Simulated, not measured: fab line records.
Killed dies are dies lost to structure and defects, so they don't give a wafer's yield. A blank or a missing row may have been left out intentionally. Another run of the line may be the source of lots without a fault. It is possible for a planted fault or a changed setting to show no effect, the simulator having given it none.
fab line records | flow sky130 | part 1 of 2: steps 1 to 23 of 34
record lots=5 | wafers=15 | lastDay=50
route steps=708 shown VT_ADJUST_LVTN@106 VT_ADJUST_NCORE@119 VT_ADJUST_HVTR@131
lots that met no fault: from a run of the same line without faults
startH: the number of hours between the record's first day and the start of the first shown wafer of the lot | waitH: hours elapsed since this lot's preceding step | " same as the row above | L1.1+2: a row that stands for several wafers | - no value, or no start given | * or withheld: withheld | < > ~ a bound
route shown NAME@n: names a module that has steps shown in the file, with the first one's number in the route | usual: mean and standard deviation over wafers with no fault | same: alike in all rows | chamber/n: place in a boat | sites: readings site by site | _std_site: the standard deviation of these | _edge_site: outer sites' mean less inner sites' | radiusMm: how far each site lies from the wafer's centre | mask NAME#n: copy n | behind: the last tool/chamber to shape the wafer | hold: what put the lot on hold/how long, in hours/how the hold closed | device: the transistor (n, p or np) that didn't switch | end of line: the route-end tests of the same wafers | step lacking rows: just its recipe | killed: the dies lost at the first sort to structure and to defects; this is not the yield of the wafer | map: dies across one wafer; x = killed, . = not, _ = none there
set.NAME: the setting as run; set.NAME@STEP: as run at that earlier step | model.NAME: the simulator's own value behind a step, which no gauge read
a table for each step, a row for each wafer; lots at some steps of the route
services: when a tool's chamber went out of use (startH, in hours from the record's first day, below 0 if earlier), for how many hours, and the reason
## steps
# step SKY_VT_ADJUST_LVTN_STRIP_09
# recipe chemistry=O2/N2 | powerW=1400 | pressureMtorr=1500 | platenTempC=withheld | o2FlowSccm=3000 | n2FlowSccm=300 | overashFraction=0.5
# usual drypumpMotorCurrentA=5.8/0.51 | o2FlowSccm=3000/8.3 | oesProductAu=0.722/0.0047 | stripTimeToEndpointS=36.99/0.11
lot.wafer | tool           | chamber | startH | waitH | drypumpMotorCurrentA | o2FlowSccm | oesProductAu | rfHoursCounterH | stripTimeToEndpointS
L076.2    | plasmaAsher-04 | 1       | 153.90 | 0.1   | 5.4                  | 2995       | 0.720        | 34              | 37.00
L076.3    | "              | 0       | "      | "     | 6.6                  | 2995       | 0.721        | -               | 36.96
L076.6    | "              | 0       | "      | "     | 6.6                  | 2988       | 0.715        | -               | 37.03
L081.1    | plasmaAsher-02 | 0       | 188.61 | 0.1   | 5.7                  | 3003       | 0.726        | 50              | 37.01
L081.3    | "              | 0       | "      | "     | 5.7                  | 2999       | 0.717        | -               | 36.86
L081.5    | "              | 0       | "      | "     | 5.7                  | 3000       | 0.723        | -               | 36.83
L083.2    | plasmaAsher-04 | 0       | 200.01 | 0.1   | 6.6                  | 2993       | 0.722        | 38              | 36.98
L083.3    | "              | 1       | "      | "     | 5.4                  | 3003       | 0.718        | -               | 37.03
L083.6    | "              | 0       | "      | "     | 6.6                  | 3000       | 0.718        | -               | 37.07
L092.1    | plasmaAsher-01 | 1       | 253.76 | 0.1   | 5.0                  | 3007       | 0.728        | 58              | 36.84
L092.5    | "              | 0       | "      | "     | 5.7                  | 3011       | 0.726        | -               | 36.91
L092.6    | "              | 1       | "      | "     | 5.0                  | 3015       | 0.720        | -               | 36.92
L096.2    | plasmaAsher-04 | 0       | 289.15 | 0.1   | 6.6                  | 2991       | 0.720        | 47              | 36.81
L096.4    | "              | 1       | "      | "     | 5.4                  | 2995       | 0.730        | -               | 36.94
L096.6    | "              | 0       | "      | "     | 6.6                  | 2992       | 0.721        | -               | 36.84
# step SKY_VT_ADJUST_LVTN_TW_MEAS_10
# usual VT_ADJUST_LVTN_TW=239.7/2.1
lot.wafer | tool         | chamber | startH | waitH | VT_ADJUST_LVTN_TW
L076.2    | filmMetro-01 | -       | 154.01 | 0.1   | 236.4
L076.3    | "            | -       | "      | "     | 236.9
L076.6    | "            | -       | "      | "     | 236.0
L081.1    | filmMetro-02 | -       | 188.71 | 0.1   | 241.8
L081.3    | "            | -       | "      | "     | 242.2
L081.5    | "            | -       | "      | "     | 243.3
L083.2    | filmMetro-04 | -       | 200.12 | 0.1   | 240.4
L083.3    | "            | -       | "      | "     | 239.2
L083.6    | "            | -       | "      | "     | 238.8
L092.1    | filmMetro-02 | -       | 253.86 | 0.1   | 241.0
L092.5    | "            | -       | "      | "     | 241.2
L092.6    | "            | -       | "      | "     | 240.6
L096.2    | filmMetro-02 | -       | 289.26 | 0.1   | 241.9
L096.4    | "            | -       | "      | "     | 242.2
L096.6    | "            | -       | "      | "     | 242.4
# step SKY_VT_ADJUST_LVTN_DEHYDRATE_11
# recipe tempC=200 | timeS=60
# usual chillPlateTempC=22.99/0.09
lot.wafer | tool          | chamber | startH | waitH | chillPlateTempC
L076.2    | lithoTrack-03 | 0       | 162.73 | 8.7   | 23.00
L076.3    | "             | 0       | "      | "     | 23.02
L076.6    | "             | 0       | "      | "     | 23.06
L081.1    | lithoTrack-01 | 0       | 198.52 | 9.8   | 23.02
L081.3    | "             | 0       | "      | "     | 23.05
L081.5    | "             | 0       | "      | "     | 22.83
L083.2    | lithoTrack-02 | 0       | 210.14 | 10.0  | 23.07
L083.3    | "             | 0       | "      | "     | 23.02
L083.6    | "             | 0       | "      | "     | 23.08
L092.1    | lithoTrack-02 | 0       | 265.81 | 11.9  | 23.09
L092.5    | "             | 0       | "      | "     | 22.78
L092.6    | "             | 0       | "      | "     | 22.96
L096.2    | lithoTrack-02 | 0       | 301.19 | 11.9  | 22.99
L096.4    | "             | 0       | "      | "     | 22.93
L096.6    | "             | 0       | "      | "     | 23.00
# step SKY_VT_ADJUST_LVTN_HMDS_12
# recipe primeTimeS=60 | primeTempC=120
# usual chillPlateTempC=23.00/0.11
lot.wafer | tool          | chamber | startH | waitH | chillPlateTempC
L076.2    | lithoTrack-03 | 0       | 162.88 | 0.1   | 23.06
L076.3    | "             | 0       | "      | "     | 23.10
L076.6    | "             | 0       | "      | "     | 23.19
L081.1    | lithoTrack-01 | 0       | 198.67 | 0.1   | 23.16
L081.3    | "             | 0       | "      | "     | 22.99
L081.5    | "             | 0       | "      | "     | 23.06
L083.2    | lithoTrack-02 | 0       | 210.29 | 0.1   | 23.08
L083.3    | "             | 0       | "      | "     | 23.08
L083.6    | "             | 0       | "      | "     | 23.00
L092.1    | lithoTrack-02 | 0       | 265.96 | 0.1   | 23.02
L092.5    | "             | 0       | "      | "     | 22.97
L092.6    | "             | 0       | "      | "     | 23.06
L096.2    | lithoTrack-02 | 0       | 301.34 | 0.1   | 22.89
L096.4    | "             | 0       | "      | "     | 22.91
L096.6    | "             | 0       | "      | "     | 22.91
# step SKY_VT_ADJUST_LVTN_COAT_13
# recipe resist=NOVOLAK | spinRpm=3000 | resistThkNm=1140
# usual chillPlateTempC=23.00/0.1
lot.wafer | tool          | chamber | startH | waitH | chillPlateTempC
L076.2    | lithoTrack-03 | 0       | 163.03 | 0.1   | 23.07
L076.3    | "             | 0       | "      | "     | 23.08
L076.6    | "             | 0       | "      | "     | 23.00
L081.1    | lithoTrack-01 | 0       | 198.82 | 0.1   | 22.97
L081.3    | "             | 0       | "      | "     | 22.91
L081.5    | "             | 0       | "      | "     | 22.90
L083.2    | lithoTrack-02 | 0       | 210.44 | 0.1   | 23.00
L083.3    | "             | 0       | "      | "     | 22.80
L083.6    | "             | 0       | "      | "     | 22.96
L092.1    | lithoTrack-02 | 0       | 266.11 | 0.1   | 22.93
L092.5    | "             | 0       | "      | "     | 23.01
L092.6    | "             | 0       | "      | "     | 22.85
L096.2    | lithoTrack-02 | 0       | 301.49 | 0.1   | 22.93
L096.4    | "             | 0       | "      | "     | 23.12
L096.6    | "             | 0       | "      | "     | 23.11
# step SKY_VT_ADJUST_LVTN_SOFTBAKE_14
# recipe tempC=90 | timeS=60 | resist=NOVOLAK
# usual chillPlateTempC=22.99/0.11
lot.wafer | tool          | chamber | startH | waitH | chillPlateTempC
L076.2    | lithoTrack-03 | 0       | 163.18 | 0.1   | 23.06
L076.3    | "             | 0       | "      | "     | 23.24
L076.6    | "             | 0       | "      | "     | 23.17
L081.1    | lithoTrack-01 | 0       | 198.97 | 0.1   | 22.99
L081.3    | "             | 0       | "      | "     | 22.94
L081.5    | "             | 0       | "      | "     | 22.90
L083.2    | lithoTrack-02 | 0       | 210.59 | 0.1   | 22.98
L083.3    | "             | 0       | "      | "     | 22.99
L083.6    | "             | 0       | "      | "     | 22.86
L092.1    | lithoTrack-02 | 0       | 266.26 | 0.1   | 23.05
L092.5    | "             | 0       | "      | "     | 23.10
L092.6    | "             | 0       | "      | "     | 23.04
L096.2    | lithoTrack-02 | 0       | 301.64 | 0.1   | 23.05
L096.4    | "             | 0       | "      | "     | 22.90
L096.6    | "             | 0       | "      | "     | 22.89
# step SKY_VT_ADJUST_LVTN_EXPOSE_15
# recipe maskId=HVN_STD_DERIVED | na=0.6 | sourceShape=conventional | sigmaOuter=0.6 | polarization=unpolarized | targetCdNm=600 | doseMj=163
# usual stageVelMmS=500.08/0.26
lot.wafer | tool            | chamber | startH | waitH | mask              | stageVelMmS
L076.2    | ilineStepper-01 | 0       | -      | -     | HVN_STD_DERIVED#0 | 500.52
L076.3    | "               | 0       | "      | "     | HVN_STD_DERIVED#0 | 500.44
L076.6    | "               | 0       | "      | "     | HVN_STD_DERIVED#0 | 500.07
L081.1    | ilineStepper-01 | 0       | -      | -     | HVN_STD_DERIVED#0 | 499.72
L081.3    | "               | 0       | "      | "     | HVN_STD_DERIVED#0 | 499.74
L081.5    | "               | 0       | "      | "     | HVN_STD_DERIVED#0 | 500.17
L083.2    | ilineStepper-01 | 0       | -      | -     | HVN_STD_DERIVED#0 | 499.93
L083.3    | "               | 0       | "      | "     | HVN_STD_DERIVED#0 | 500.21
L083.6    | "               | 0       | "      | "     | HVN_STD_DERIVED#0 | 500.47
L092.1    | ilineStepper-01 | 0       | -      | -     | HVN_STD_DERIVED#0 | 500.33
L092.5    | "               | 0       | "      | "     | HVN_STD_DERIVED#0 | 500.20
L092.6    | "               | 0       | "      | "     | HVN_STD_DERIVED#0 | 500.24
L096.2    | ilineStepper-01 | 0       | -      | -     | HVN_STD_DERIVED#0 | 500.16
L096.4    | "               | 0       | "      | "     | HVN_STD_DERIVED#0 | 499.96
L096.6    | "               | 0       | "      | "     | HVN_STD_DERIVED#0 | 499.97
# step SKY_VT_ADJUST_LVTN_PEB_16
# recipe tempC=withheld | timeS=* | resist=NOVOLAK
# usual chillPlateTempC=*
lot.wafer | tool          | chamber | startH | waitH | chillPlateTempC
L076.2    | lithoTrack-02 | 0       | -      | -     | *
L076.3    | "             | 0       | "      | "     | *
L076.6    | "             | 0       | "      | "     | *
L081.1    | lithoTrack-02 | 0       | -      | -     | *
L081.3    | "             | 0       | "      | "     | *
L081.5    | "             | 0       | "      | "     | *
L083.2    | lithoTrack-02 | 0       | -      | -     | *
L083.3    | "             | 0       | "      | "     | *
L083.6    | "             | 0       | "      | "     | *
L092.1    | lithoTrack-02 | 0       | -      | -     | *
L092.5    | "             | 0       | "      | "     | *
L092.6    | "             | 0       | "      | "     | *
L096.2    | lithoTrack-02 | 0       | -      | -     | *
L096.4    | "             | 0       | "      | "     | *
L096.6    | "             | 0       | "      | "     | *
# step SKY_VT_ADJUST_LVTN_DEVELOP_17
# recipe resist=NOVOLAK | developer=TMAH | developTimeS=60 | devTempC=23
# usual chillPlateTempC=22.99/0.097
lot.wafer | tool          | chamber | startH | waitH | chillPlateTempC
L076.2    | lithoTrack-02 | 0       | 173.49 | 0.1   | 23.19
L076.3    | "             | 0       | "      | "     | 22.99
L076.6    | "             | 0       | "      | "     | 22.97
L081.1    | lithoTrack-02 | 0       | 209.31 | 0.1   | 22.88
L081.3    | "             | 0       | "      | "     | 22.93
L081.5    | "             | 0       | "      | "     | 23.01
L083.2    | lithoTrack-02 | 0       | 221.09 | 0.1   | 23.04
L083.3    | "             | 0       | "      | "     | 23.00
L083.6    | "             | 0       | "      | "     | 23.00
L092.1    | lithoTrack-02 | 0       | 278.21 | 0.1   | 22.85
L092.5    | "             | 0       | "      | "     | 22.87
L092.6    | "             | 0       | "      | "     | 22.76
L096.2    | lithoTrack-02 | 0       | 314.74 | 0.1   | 23.25
L096.4    | "             | 0       | "      | "     | 23.05
L096.6    | "             | 0       | "      | "     | 23.12
# step SKY_VT_ADJUST_LVTN_OVL_MEAS_18
# usual VT_ADJUST_LVTN_01_OVL=0.0/1.5
lot.wafer | tool       | chamber | startH | waitH | VT_ADJUST_LVTN_01_OVL[nm]
L076.2    | overlay-02 | -       | 173.62 | 0.1   | 2.4
L076.3    | "          | -       | "      | "     | -0.6
L076.6    | "          | -       | "      | "     | 1.2
L081.1    | overlay-01 | -       | 209.46 | 0.1   | 2.5
L081.3    | "          | -       | "      | "     | -0.2
L081.5    | "          | -       | "      | "     | 2.2
L083.2    | overlay-01 | -       | 221.22 | 0.1   | 0.9
L083.3    | "          | -       | "      | "     | 2.1
L083.6    | "          | -       | "      | "     | 0.4
L092.1    | overlay-02 | -       | 278.36 | 0.1   | 2.4
L092.5    | "          | -       | "      | "     | 1.9
L092.6    | "          | -       | "      | "     | 3.2
L096.2    | overlay-02 | -       | 314.87 | 0.1   | -0.8
L096.4    | "          | -       | "      | "     | -0.6
L096.6    | "          | -       | "      | "     | -1.7
# step SKY_VT_ADJUST_LVTN_IMPLANT_19
# recipe species=B | energyKev=30 | doseCm2=6.5e+11 | tiltDeg=withheld
lot.wafer  | tool         | chamber | startH | waitH
L076.2+3+6 | implanter-04 | 0       | 173.67 | 0.0
L081.1+3+5 | implanter-04 | 0       | 209.50 | 0.0
L083.2+3+6 | implanter-02 | 0       | 221.27 | 0.0
L092.1+5+6 | implanter-01 | 0       | 278.40 | 0.0
L096.2+4+6 | implanter-02 | 0       | 314.92 | 0.0
# step SKY_VT_ADJUST_LVTN_STRIP_20
# recipe chemistry=O2/N2 | powerW=1400 | pressureMtorr=1500 | platenTempC=withheld | o2FlowSccm=3000 | n2FlowSccm=300 | overashFraction=0.5
# usual drypumpMotorCurrentA=5.8/0.52 | o2FlowSccm=2999/8.1 | oesProductAu=0.716/0.0044 | stripTimeToEndpointS=14.19/0.041
lot.wafer | tool           | chamber | startH | waitH | drypumpMotorCurrentA | o2FlowSccm | oesProductAu | rfHoursCounterH | stripTimeToEndpointS
L076.2    | plasmaAsher-02 | 0       | 173.80 | 0.1   | 5.7                  | 2992       | 0.713        | 49              | 14.18
L076.3    | "              | 1       | "      | "     | 5.8                  | 3002       | 0.712        | -               | 14.18
L076.6    | "              | 0       | "      | "     | 5.7                  | 3006       | 0.716        | -               | 14.23
L081.1    | plasmaAsher-04 | 0       | 209.65 | 0.1   | 6.6                  | 3003       | 0.707        | 39              | 14.09
L081.3    | "              | 0       | "      | "     | 6.6                  | 3002       | 0.717        | -               | 14.12
L081.5    | "              | 0       | "      | "     | 6.6                  | 3003       | 0.718        | -               | 14.10
L083.2    | plasmaAsher-02 | 1       | 221.40 | 0.1   | 5.8                  | 3000       | 0.710        | 54              | 14.25
L083.3    | "              | 1       | "      | "     | 5.8                  | 3001       | 0.719        | -               | 14.22
L083.6    | "              | 0       | "      | "     | 5.7                  | 3004       | 0.721        | -               | 14.21
L092.1    | plasmaAsher-04 | 1       | 278.55 | 0.1   | 5.4                  | 3009       | 0.719        | 46              | 14.25
L092.5    | "              | 0       | "      | "     | 6.6                  | 2999       | 0.715        | -               | 14.25
L092.6    | "              | 1       | "      | "     | 5.4                  | 3014       | 0.714        | -               | 14.25
L096.2    | plasmaAsher-04 | 1       | 315.05 | 0.1   | 5.4                  | 3006       | 0.715        | 50              | 14.14
L096.4    | "              | 0       | "      | "     | 6.6                  | 3006       | 0.716        | -               | 14.16
L096.6    | "              | 0       | "      | "     | 6.7                  | 2995       | 0.714        | -               | 14.22
# step SKY_VT_ADJUST_LVTN_TW_MEAS_21
# usual VT_ADJUST_LVTN_2_TW=186.2/1.5
lot.wafer | tool         | chamber | startH | waitH | VT_ADJUST_LVTN_2_TW
L076.2    | filmMetro-02 | -       | 173.91 | 0.1   | 188.6
L076.3    | "            | -       | "      | "     | 188.7
L076.6    | "            | -       | "      | "     | 188.0
L081.1    | filmMetro-01 | -       | 209.75 | 0.1   | 187.5
L081.3    | "            | -       | "      | "     | 186.7
L081.5    | "            | -       | "      | "     | 185.4
L083.2    | filmMetro-01 | -       | 221.51 | 0.1   | 185.6
L083.3    | "            | -       | "      | "     | 185.1
L083.6    | "            | -       | "      | "     | 185.2
L092.1    | filmMetro-04 | -       | 278.65 | 0.1   | 185.6
L092.5    | "            | -       | "      | "     | 186.5
L092.6    | "            | -       | "      | "     | 185.6
L096.2    | filmMetro-04 | -       | 315.16 | 0.1   | 187.2
L096.4    | "            | -       | "      | "     | 185.2
L096.6    | "            | -       | "      | "     | 185.2
# step SKY_VT_ADJUST_NCORE_DEHYDRATE_00
# recipe tempC=200 | timeS=60
# usual chillPlateTempC=22.98/0.1
lot.wafer | tool          | chamber | startH | waitH | chillPlateTempC
L076.2    | lithoTrack-01 | 0       | 182.95 | 9.0   | 23.00
L076.3    | "             | 0       | "      | "     | 23.07
L076.6    | "             | 0       | "      | "     | 23.13
L081.1    | lithoTrack-01 | 0       | 219.97 | 10.2  | 22.86
L081.3    | "             | 0       | "      | "     | 22.94
L081.5    | "             | 0       | "      | "     | 23.00
L083.2    | lithoTrack-01 | 0       | 231.79 | 10.3  | 22.95
L083.3    | "             | 0       | "      | "     | 22.93
L083.6    | "             | 0       | "      | "     | 23.06
L092.1    | lithoTrack-02 | 0       | 290.81 | 12.2  | 23.16
L092.5    | "             | 0       | "      | "     | 23.06
L092.6    | "             | 0       | "      | "     | 22.98
L096.2    | lithoTrack-04 | 0       | 327.99 | 12.8  | 22.99
L096.4    | "             | 0       | "      | "     | 23.09
L096.6    | "             | 0       | "      | "     | 22.90
# step SKY_VT_ADJUST_NCORE_HMDS_01
# recipe primeTimeS=60 | primeTempC=120
# usual chillPlateTempC=22.98/0.092
lot.wafer | tool          | chamber | startH | waitH | chillPlateTempC
L076.2    | lithoTrack-01 | 0       | 183.10 | 0.1   | 22.95
L076.3    | "             | 0       | "      | "     | 22.96
L076.6    | "             | 0       | "      | "     | 23.10
L081.1    | lithoTrack-01 | 0       | 220.12 | 0.1   | 22.89
L081.3    | "             | 0       | "      | "     | 22.94
L081.5    | "             | 0       | "      | "     | 22.85
L083.2    | lithoTrack-01 | 0       | 231.94 | 0.1   | 22.98
L083.3    | "             | 0       | "      | "     | 22.87
L083.6    | "             | 0       | "      | "     | 22.81
L092.1    | lithoTrack-02 | 0       | 290.96 | 0.1   | 23.05
L092.5    | "             | 0       | "      | "     | 23.15
L092.6    | "             | 0       | "      | "     | 23.10
L096.2    | lithoTrack-04 | 0       | 328.14 | 0.1   | 22.89
L096.4    | "             | 0       | "      | "     | 23.04
L096.6    | "             | 0       | "      | "     | 22.93
# step SKY_VT_ADJUST_NCORE_COAT_02
# recipe resist=NOVOLAK | spinRpm=3000 | resistThkNm=1140
# usual chillPlateTempC=23.00/0.088
lot.wafer | tool          | chamber | startH | waitH | chillPlateTempC
L076.2    | lithoTrack-01 | 0       | 183.25 | 0.1   | 23.07
L076.3    | "             | 0       | "      | "     | 22.94
L076.6    | "             | 0       | "      | "     | 23.14
L081.1    | lithoTrack-01 | 0       | 220.27 | 0.1   | 23.01
L081.3    | "             | 0       | "      | "     | 23.03
L081.5    | "             | 0       | "      | "     | 22.86
L083.2    | lithoTrack-01 | 0       | 232.09 | 0.1   | 23.01
L083.3    | "             | 0       | "      | "     | 23.06
L083.6    | "             | 0       | "      | "     | 23.13
L092.1    | lithoTrack-02 | 0       | 291.11 | 0.1   | 23.06
L092.5    | "             | 0       | "      | "     | 23.15
L092.6    | "             | 0       | "      | "     | 23.05
L096.2    | lithoTrack-04 | 0       | 328.29 | 0.1   | 23.05
L096.4    | "             | 0       | "      | "     | 22.92
L096.6    | "             | 0       | "      | "     | 22.92
# step SKY_VT_ADJUST_NCORE_SOFTBAKE_03
# recipe tempC=90 | timeS=60 | resist=NOVOLAK
# usual chillPlateTempC=22.98/0.093
lot.wafer | tool          | chamber | startH | waitH | chillPlateTempC
L076.2    | lithoTrack-01 | 0       | 183.40 | 0.1   | 22.94
L076.3    | "             | 0       | "      | "     | 23.00
L076.6    | "             | 0       | "      | "     | 23.12
L081.1    | lithoTrack-01 | 0       | 220.42 | 0.1   | 22.83
L081.3    | "             | 0       | "      | "     | 22.88
L081.5    | "             | 0       | "      | "     | 22.98
L083.2    | lithoTrack-01 | 0       | 232.24 | 0.1   | 22.93
L083.3    | "             | 0       | "      | "     | 22.95
L083.6    | "             | 0       | "      | "     | 22.96
L092.1    | lithoTrack-02 | 0       | 291.26 | 0.1   | 22.94
L092.5    | "             | 0       | "      | "     | 22.95
L092.6    | "             | 0       | "      | "     | 23.07
L096.2    | lithoTrack-04 | 0       | 328.44 | 0.1   | 22.86
L096.4    | "             | 0       | "      | "     | 22.80
L096.6    | "             | 0       | "      | "     | 22.88
# step SKY_VT_ADJUST_NCORE_EXPOSE_04
# recipe maskId=LVTN_COMPLEMENT_THIN | na=0.6 | sourceShape=conventional | sigmaOuter=0.6 | polarization=unpolarized | targetCdNm=380 | doseMj=139
# usual stageVelMmS=500.03/0.23
lot.wafer | tool            | chamber | startH | waitH | mask                   | stageVelMmS
L076.2    | ilineStepper-01 | 0       | -      | -     | LVTN_COMPLEMENT_THIN#0 | 500.42
L076.3    | "               | 0       | "      | "     | LVTN_COMPLEMENT_THIN#0 | 499.99
L076.6    | "               | 0       | "      | "     | LVTN_COMPLEMENT_THIN#0 | 499.96
L081.1    | ilineStepper-02 | 0       | -      | -     | LVTN_COMPLEMENT_THIN#0 | 499.81
L081.3    | "               | 0       | "      | "     | LVTN_COMPLEMENT_THIN#0 | 499.82
L081.5    | "               | 0       | "      | "     | LVTN_COMPLEMENT_THIN#0 | 499.84
L083.2    | ilineStepper-02 | 0       | -      | -     | LVTN_COMPLEMENT_THIN#0 | 500.00
L083.3    | "               | 0       | "      | "     | LVTN_COMPLEMENT_THIN#0 | 500.00
L083.6    | "               | 0       | "      | "     | LVTN_COMPLEMENT_THIN#0 | 499.76
L092.1    | ilineStepper-01 | 0       | -      | -     | LVTN_COMPLEMENT_THIN#0 | 500.12
L092.5    | "               | 0       | "      | "     | LVTN_COMPLEMENT_THIN#0 | 500.32
L092.6    | "               | 0       | "      | "     | LVTN_COMPLEMENT_THIN#0 | 500.20
L096.2    | ilineStepper-02 | 0       | -      | -     | LVTN_COMPLEMENT_THIN#0 | 500.23
L096.4    | "               | 0       | "      | "     | LVTN_COMPLEMENT_THIN#0 | 500.41
L096.6    | "               | 0       | "      | "     | LVTN_COMPLEMENT_THIN#0 | 500.21
# step SKY_VT_ADJUST_NCORE_PEB_05
# recipe tempC=withheld | timeS=* | resist=NOVOLAK
# usual chillPlateTempC=*
lot.wafer | tool          | chamber | startH | waitH | chillPlateTempC
L076.2    | lithoTrack-01 | 0       | -      | -     | *
L076.3    | "             | 0       | "      | "     | *
L076.6    | "             | 0       | "      | "     | *
L081.1    | lithoTrack-04 | 0       | -      | -     | *
L081.3    | "             | 0       | "      | "     | *
L081.5    | "             | 0       | "      | "     | *
L083.2    | lithoTrack-04 | 0       | -      | -     | *
L083.3    | "             | 0       | "      | "     | *
L083.6    | "             | 0       | "      | "     | *
L092.1    | lithoTrack-04 | 0       | -      | -     | *
L092.5    | "             | 0       | "      | "     | *
L092.6    | "             | 0       | "      | "     | *
L096.2    | lithoTrack-02 | 0       | -      | -     | *
L096.4    | "             | 0       | "      | "     | *
L096.6    | "             | 0       | "      | "     | *
# step SKY_VT_ADJUST_NCORE_DEVELOP_06
# recipe resist=NOVOLAK | developer=TMAH | developTimeS=60 | devTempC=23
# usual chillPlateTempC=22.96/0.11
lot.wafer | tool          | chamber | startH | waitH | chillPlateTempC
L076.2    | lithoTrack-01 | 0       | 193.70 | 0.1   | 22.92
L076.3    | "             | 0       | "      | "     | 23.05
L076.6    | "             | 0       | "      | "     | 22.95
L081.1    | lithoTrack-04 | 0       | 230.96 | 0.1   | 22.86
L081.3    | "             | 0       | "      | "     | 23.00
L081.5    | "             | 0       | "      | "     | 22.85
L083.2    | lithoTrack-04 | 0       | 243.19 | 0.1   | 23.05
L083.3    | "             | 0       | "      | "     | 23.07
L083.6    | "             | 0       | "      | "     | 23.01
L092.1    | lithoTrack-04 | 0       | 303.26 | 0.1   | 22.89
L092.5    | "             | 0       | "      | "     | 23.02
L092.6    | "             | 0       | "      | "     | 22.93
L096.2    | lithoTrack-02 | 0       | 341.99 | 0.1   | 22.79
L096.4    | "             | 0       | "      | "     | 23.02
L096.6    | "             | 0       | "      | "     | 22.94
# step SKY_VT_ADJUST_NCORE_CD_MEAS_07
# recipe targetCdNm=380
# usual cdNm=379.3/2.7
lot.wafer | tool     | chamber | startH | waitH | cdNm
L076.2    | cdSem-01 | -       | 193.84 | 0.1   | 382.2
L076.3    | "        | -       | "      | "     | 378.6
L076.6    | "        | -       | "      | "     | 379.1
L081.1    | cdSem-01 | -       | 231.11 | 0.1   | 380.1
L081.3    | "        | -       | "      | "     | 378.8
L081.5    | "        | -       | "      | "     | 378.2
L083.2    | cdSem-02 | -       | 243.33 | 0.1   | 381.0
L083.3    | "        | -       | "      | "     | 376.7
L083.6    | "        | -       | "      | "     | 381.1
L092.1    | cdSem-02 | -       | 303.41 | 0.1   | 377.0
L092.5    | "        | -       | "      | "     | 376.6
L092.6    | "        | -       | "      | "     | 378.3
L096.2    | cdSem-02 | -       | 342.13 | 0.1   | 380.4
L096.4    | "        | -       | "      | "     | 382.0
L096.6    | "        | -       | "      | "     | 379.6
# step SKY_VT_ADJUST_NCORE_OVL_MEAS_08
# usual VT_ADJUST_NCORE_OVL=-1.1/1.2
lot.wafer | tool       | chamber | startH | waitH | VT_ADJUST_NCORE_OVL[nm]
L076.2    | overlay-02 | -       | 193.95 | 0.1   | -1.5
L076.3    | "          | -       | "      | "     | -2.6
L076.6    | "          | -       | "      | "     | -1.3
L081.1    | overlay-02 | -       | 231.23 | 0.1   | 0.3
L081.3    | "          | -       | "      | "     | -1.8
L081.5    | "          | -       | "      | "     | -1.3
L083.2    | overlay-02 | -       | 243.44 | 0.1   | -2.2
L083.3    | "          | -       | "      | "     | -1.0
L083.6    | "          | -       | "      | "     | -2.0
L092.1    | overlay-02 | -       | 303.53 | 0.1   | 0.0
L092.5    | "          | -       | "      | "     | -1.8
L092.6    | "          | -       | "      | "     | -1.3
L096.2    | overlay-02 | -       | 342.24 | 0.1   | -0.3
L096.4    | "          | -       | "      | "     | -1.2
L096.6    | "          | -       | "      | "     | -0.7
# step SKY_VT_ADJUST_NCORE_IMPLANT_09
# recipe species=B | energyKev=10 | doseCm2=2.4e+12 | tiltDeg=withheld
lot.wafer  | tool         | chamber | startH | waitH
L076.2+3+6 | implanter-03 | 0       | 194.00 | 0.0
L081.1+3+5 | implanter-03 | 0       | 231.27 | 0.0
L083.2+3+6 | implanter-03 | 0       | 243.49 | 0.0
L092.1+5+6 | implanter-04 | 0       | 303.57 | 0.0
L096.2+4+6 | implanter-03 | 0       | 342.29 | 0.0
